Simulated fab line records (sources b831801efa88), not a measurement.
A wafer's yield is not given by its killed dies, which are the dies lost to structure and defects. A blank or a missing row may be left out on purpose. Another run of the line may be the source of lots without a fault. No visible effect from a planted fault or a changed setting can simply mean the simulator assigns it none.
Struck lot and sound lot, side by side | flow sky130 | 15 out of 708 route steps
Sound: these wafers, L339.1, L339.2, L339.4. Struck: wafer L350.5. (L350.1, L350.6 of the same lot were not struck and are left out.) The cause comes at the end.
Order at every step that has rows: each side's tool, ch and its chambers, its first start. Under that, the readings that differ: sound wafers | struck wafers | difference of the means | sigmas: that difference in standard deviations of wafers without a fault.
alike: same words and numbers on both sides, and readings whose means sit less than 2 such deviations apart. not compared: any withheld reading, any reading some wafer has no value for, any bound like >300 that may hide the same value, and any number with overlapping values for which the record gives no deviation.
The two part at a step that has a row with sigmas, a row that says differs or no value, or rows on one side only. Numbers that don't overlap but have no deviation are shown without sigmas and don't part them. Lack of a reading on every wafer of one side parts them only where that side has two or more wafers.

first, 2 steps without rows for these wafers: SKY_PWDE_PEB_05; SKY_PWDE_DEVELOP_06 (develop time 60 s).
SKY_PWDE_OVL_MEAS_07:
  sound: overlay-02 at day 4 10:11; struck: overlay-01 at day 6 21:31
  alike: PWDE_OVL
next, for these wafers, 1 step has no rows: SKY_PWDE_IMPLANT_08.
SKY_PWDE_STRIP_09: strips in O2/N2.
  sound on plasma_asher-04 ch 0,1, day 4 10:22; struck on plasma_asher-02 ch 0, day 6 21:43
  alike: drypump_motor_current_A, oes_product_au, strip_time_to_endpoint_s
  not compared: rf_hours_counter_h
SKY_PWDE_TW_MEAS_10:
  sound: film_metro-01 at day 4 10:28; struck: film_metro-03 at day 6 21:49
  alike: PWDE_TW
then, 6 steps without rows for these wafers: SKY_NWELL_DEHYDRATE_03 (time 60 s); SKY_NWELL_HMDS_04 (prime time 60 s); SKY_NWELL_COAT_05 (resist thk 3000 nm); SKY_NWELL_SOFTBAKE_06; SKY_NWELL_EXPOSE_07 (exposes mask NWM, target cd 840 nm); SKY_NWELL_PEB_08.
SKY_NWELL_DEVELOP_09: develop time 60 s.
  sound on litho_track-04 ch 0, day 5 03:00; struck on litho_track-01 ch 0, day 7 17:00
SKY_NWELL_OVL_MEAS_10:
  sound: overlay-02 at day 5 03:56; struck: overlay-01 at day 7 17:20
  not compared: NWELL_00_OVL
next, for these wafers, 1 step has no rows: SKY_NWELL_IMPLANT_11.

== WHERE THEY PART ==
Nowhere in this record.

WHY: whatever the simulator had introduced
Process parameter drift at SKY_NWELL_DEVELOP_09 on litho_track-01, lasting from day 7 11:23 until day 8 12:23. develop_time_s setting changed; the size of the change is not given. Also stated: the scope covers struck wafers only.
